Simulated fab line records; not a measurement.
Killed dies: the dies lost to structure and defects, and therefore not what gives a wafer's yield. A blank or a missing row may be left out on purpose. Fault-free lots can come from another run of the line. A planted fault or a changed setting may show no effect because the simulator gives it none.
Which tool was responsible? :: flow gf180mcu :: 13 lots with 39 wafers sampled at 4 steps, on a route of 602 steps

WHAT THE GAUGES SHOWED, per wafer
GF_VT_IMPLANT_TW_MEAS_21.
lot: L543
measured: day 6 04:58
on: filmMetro-03
VT_IMPLANT_2_TW: 1223 1227 1226

lot: L544
measured: day 6 12:12
on: filmMetro-03
VT_IMPLANT_2_TW: 1228 1226 1223

lot: L545
measured: day 6 18:27
on: filmMetro-01
VT_IMPLANT_2_TW: 1208 1213 1206

lot: L546
measured: day 6 20:38
on: filmMetro-02
VT_IMPLANT_2_TW: 1209 1207 1214

lot: L548
measured: day 7 10:42
on: filmMetro-02
VT_IMPLANT_2_TW: 1199 1210 1206

lot: L549
measured: day 7 17:26
on: filmMetro-02
VT_IMPLANT_2_TW: 1215 1203 1209

lot: L551
measured: day 8 06:35
on: filmMetro-03
VT_IMPLANT_2_TW: 1220 1218 1225

lot: L553
measured: day 8 15:55
on: filmMetro-02
VT_IMPLANT_2_TW: 1197 1199 1205

lot: L554
measured: day 8 22:10
on: filmMetro-03
VT_IMPLANT_2_TW: 1166 1167 1167

lot: L555
measured: day 9 05:35
on: filmMetro-03
VT_IMPLANT_2_TW: 1227 1222 1228

lot: L557
measured: day 9 17:55
on: filmMetro-02
VT_IMPLANT_2_TW: 1162 1155 1154

lot: L563
measured: day 11 19:10
on: filmMetro-02
VT_IMPLANT_2_TW: 1218 1210 1207

lot: L565
measured: day 12 06:07
on: filmMetro-02
VT_IMPLANT_2_TW: 1215 1211 1206

GF_SAB_CD_MEAS_09: the cd target is 420 nm.
lot: L543
measured: day 15 06:10
on: cdSem-01
cdNm (nm): 414.8 414.6 414.9

lot: L544
measured: day 15 12:32
on: cdSem-02
cdNm (nm): 420.2 421.5 422.2

lot: L545
measured: day 15 23:50
on: cdSem-02
cdNm (nm): 419.4 419.2 418.6

lot: L546
measured: day 15 23:42
on: cdSem-01
cdNm (nm): 415.3 417.4 417.7

lot: L548
measured: day 16 17:45
on: cdSem-02
cdNm (nm): 420.8 421.9 425.9

lot: L549
measured: day 17 02:34
on: cdSem-02
cdNm (nm): 417.7 420.2 419.5

lot: L551
measured: day 17 19:34
on: cdSem-01
cdNm (nm): 419.1 419.6 421.3

lot: L553
measured: day 18 12:53
on: cdSem-01
cdNm (nm): 418.5 418.8 419.8

lot: L554
measured: day 18 16:57
on: cdSem-02
cdNm (nm): 419.3 418.2 418.9

lot: L555
measured: day 19 07:32
on: cdSem-01
cdNm (nm): 418.8 417.7 416.4

lot: L557
measured: day 19 23:13
on: cdSem-01
cdNm (nm): 419.3 418.8 419.0

lot: L563
measured: day 22 13:27
on: cdSem-01
cdNm (nm): 419.8 417.9 419.4

lot: L565
measured: day 23 00:38
on: cdSem-02
cdNm (nm): 425.1 428.7 426.1

TOOL THAT RAN EACH LOT (tool first, then ch and the chambers of the sampled wafers, then the start)
lot: L543
GF_VT_IMPLANT_IMPLANT_19: implanter-04 ch 0, day 6 04:43
GF_VT_IMPLANT_STRIP_42: plasmaAsher-03 ch 0,1, day 7 10:46

lot: L544
GF_VT_IMPLANT_IMPLANT_19: implanter-01 ch 0, day 6 11:58
GF_VT_IMPLANT_STRIP_42: plasmaAsher-02 ch 0,1, day 7 18:14

lot: L545
GF_VT_IMPLANT_IMPLANT_19: implanter-01 ch 0, day 6 18:13
GF_VT_IMPLANT_STRIP_42: plasmaAsher-03 ch 0,1, day 8 01:19

lot: L546
GF_VT_IMPLANT_IMPLANT_19: implanter-04 ch 0, day 6 20:23
GF_VT_IMPLANT_STRIP_42: plasmaAsher-02 ch 0,1, day 8 02:31

lot: L548
GF_VT_IMPLANT_IMPLANT_19: implanter-01 ch 0, day 7 10:28
GF_VT_IMPLANT_STRIP_42: plasmaAsher-03 ch 0,1, day 8 18:40

lot: L549
GF_VT_IMPLANT_IMPLANT_19: implanter-04 ch 0, day 7 17:11
GF_VT_IMPLANT_STRIP_42: plasmaAsher-03 ch 1, day 9 00:20

lot: L551
GF_VT_IMPLANT_IMPLANT_19: implanter-03 ch 0, day 8 06:22
GF_VT_IMPLANT_STRIP_42: plasmaAsher-03 ch 0,1, day 9 16:00

lot: L553
GF_VT_IMPLANT_IMPLANT_19: implanter-03 ch 0, day 8 15:43
GF_VT_IMPLANT_STRIP_42: plasmaAsher-04 ch 0,1, day 10 01:24

lot: L554
GF_VT_IMPLANT_IMPLANT_19: implanter-03 ch 0, day 8 21:55
GF_VT_IMPLANT_STRIP_42: plasmaAsher-04 ch 0,1, day 10 08:23

lot: L555
GF_VT_IMPLANT_IMPLANT_19: implanter-04 ch 0, day 9 05:20
GF_VT_IMPLANT_STRIP_42: plasmaAsher-04 ch 0,1, day 10 16:40

lot: L557
GF_VT_IMPLANT_IMPLANT_19: implanter-03 ch 0, day 9 17:41
GF_VT_IMPLANT_STRIP_42: plasmaAsher-03 ch 0,1, day 11 05:04

lot: L563
GF_VT_IMPLANT_IMPLANT_19: implanter-04 ch 0, day 11 18:55
GF_VT_IMPLANT_STRIP_42: plasmaAsher-04 ch 0,1, day 13 09:20

lot: L565
GF_VT_IMPLANT_IMPLANT_19: implanter-01 ch 0, day 12 05:52
GF_VT_IMPLANT_STRIP_42: plasmaAsher-03 ch 0,1, day 13 21:59
- GF_VT_IMPLANT_IMPLANT_19
- GF_VT_IMPLANT_STRIP_42: strips in O2/N2.

WHAT THE TOOLS THEMSELVES READ (means of the sampled wafers that have a number; where no wafer has one, the mark that the record gives instead)
GF_VT_IMPLANT_IMPLANT_19.
lot: L543
tool: implanter-04
beamEnergyKeV: 100.00
beamOnS (s): 10.06

lot: L544
tool: implanter-01
beamEnergyKeV: 99.98
beamOnS (s): 9.84

lot: L545
tool: implanter-01
beamEnergyKeV: 99.99
beamOnS (s): 10.16

lot: L546
tool: implanter-04
beamEnergyKeV: 99.98
beamOnS (s): 9.99

lot: L548
tool: implanter-01
beamEnergyKeV: 99.96
beamOnS (s): 9.98

lot: L549
tool: implanter-04
beamEnergyKeV: 100.01
beamOnS (s): 10.00

lot: L551
tool: implanter-03
beamEnergyKeV: 100.01
beamOnS (s): 10.20

lot: L553
tool: implanter-03
beamEnergyKeV: 99.98
beamOnS (s): 9.94

lot: L554
tool: implanter-03
beamEnergyKeV: 85.12
beamOnS (s): 9.91

lot: L555
tool: implanter-04
beamEnergyKeV: 100.00
beamOnS (s): 10.14

lot: L557
tool: implanter-03
beamEnergyKeV: 85.18
beamOnS (s): 9.96

lot: L563
tool: implanter-04
beamEnergyKeV: 100.02
beamOnS (s): 9.89

lot: L565
tool: implanter-01
beamEnergyKeV: 99.98
beamOnS (s): 9.91

GF_VT_IMPLANT_STRIP_42.
lot: L543
tool: plasmaAsher-03
drypumpMotorCurrentA (A): 6.1
heaterPowerW (W): 340
oesProductAu (a.u.): 0.713
stripTimeToEndpointS (s): 12.66

lot: L544
tool: plasmaAsher-02
drypumpMotorCurrentA (A): 5.3
heaterPowerW (W): 395
oesProductAu (a.u.): 0.717
stripTimeToEndpointS (s): 12.67

lot: L545
tool: plasmaAsher-03
drypumpMotorCurrentA (A): 6.1
heaterPowerW (W): 344
oesProductAu (a.u.): 0.715
stripTimeToEndpointS (s): 12.64

lot: L546
tool: plasmaAsher-02
drypumpMotorCurrentA (A): 5.6
heaterPowerW (W): 431
oesProductAu (a.u.): 0.712
stripTimeToEndpointS (s): 12.68

lot: L548
tool: plasmaAsher-03
drypumpMotorCurrentA (A): 6.1
heaterPowerW (W): 343
oesProductAu (a.u.): 0.717
stripTimeToEndpointS (s): 12.67

lot: L549
tool: plasmaAsher-03
drypumpMotorCurrentA (A): 5.8
heaterPowerW (W): 321
oesProductAu (a.u.): 0.714
stripTimeToEndpointS (s): 12.62

lot: L551
tool: plasmaAsher-03
drypumpMotorCurrentA (A): 5.9
heaterPowerW (W): 328
oesProductAu (a.u.): 0.717
stripTimeToEndpointS (s): 12.62

lot: L553
tool: plasmaAsher-04
drypumpMotorCurrentA (A): 5.4
heaterPowerW (W): 308
oesProductAu (a.u.): 0.715
stripTimeToEndpointS (s): 12.64

lot: L554
tool: plasmaAsher-04
drypumpMotorCurrentA (A): 5.4
heaterPowerW (W): 313
oesProductAu (a.u.): 0.708
stripTimeToEndpointS (s): 12.70

lot: L555
tool: plasmaAsher-04
drypumpMotorCurrentA (A): 5.1
heaterPowerW (W): 348
oesProductAu (a.u.): 0.716
stripTimeToEndpointS (s): 12.58

lot: L557
tool: plasmaAsher-03
drypumpMotorCurrentA (A): 5.9
heaterPowerW (W): 334
oesProductAu (a.u.): 0.719
stripTimeToEndpointS (s): 12.58

lot: L563
tool: plasmaAsher-04
drypumpMotorCurrentA (A): 5.1
heaterPowerW (W): 346
oesProductAu (a.u.): 0.718
stripTimeToEndpointS (s): 12.59

lot: L565
tool: plasmaAsher-03
drypumpMotorCurrentA (A): 6.1
heaterPowerW (W): 333
oesProductAu (a.u.): 0.718
stripTimeToEndpointS (s): 12.66

THE ANSWER, worked out from the rows above alone
Rule: the usual values come from the lots themselves. The widest of any qualifying gaps counts: lots, ordered by their means at a reading, are off when they make up no more than a third of the lots, leave a main group of 4 or more, and stand apart from it by 3 or more times the standard deviation of that group's means. The tables above print the reading to a certain number of digits; a main group whose means all agree to those digits is not used. A lot without any number at a reading at which 4 lots or more have one is off too. The other lots that the step has rows for count as sound. Order of review: gauges by route order, followed by the tools' own readings, for which a lot's mean as printed above is used. At the first step where some lot is off, the reading lying furthest off is the one used; lots without a number count as furthest.
Off: L554, L557, seen at GF_VT_IMPLANT_TW_MEAS_21 (VT_IMPLANT_2_TW). The main group: mean 1214, standard deviation 8.5.
If a tool, at a process step before that reading, ran all the lots that are off and no sound lot after the first of them, it fits. Not tried: the gauges at GF_VT_IMPLANT_TW_MEAS_21; whatever is off there is also off at GF_VT_IMPLANT_IMPLANT_19, on other tools, and gauge error can't account for it. One candidate fits, namely implanter-03 at GF_VT_IMPLANT_IMPLANT_19. Its last sound lot is L553 (day 8 15:43), its first lot that is off L554 (day 8 21:55): a fault that began between those two fits.
The tool's own readings at GF_VT_IMPLANT_IMPLANT_19 bear it out: on the lots that are off they differ by more than 5 times the standard deviation of the sound lots' means. beamEnergyKeV reads 85.15 there against 99.99 on the sound lots.

WHAT THE SIMULATOR PUT IN
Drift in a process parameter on implanter-03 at GF_VT_IMPLANT_IMPLANT_19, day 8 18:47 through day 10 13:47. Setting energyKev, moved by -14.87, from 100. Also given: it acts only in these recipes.
Lots struck among those shown: L554, L557. Same finding as the rule above.
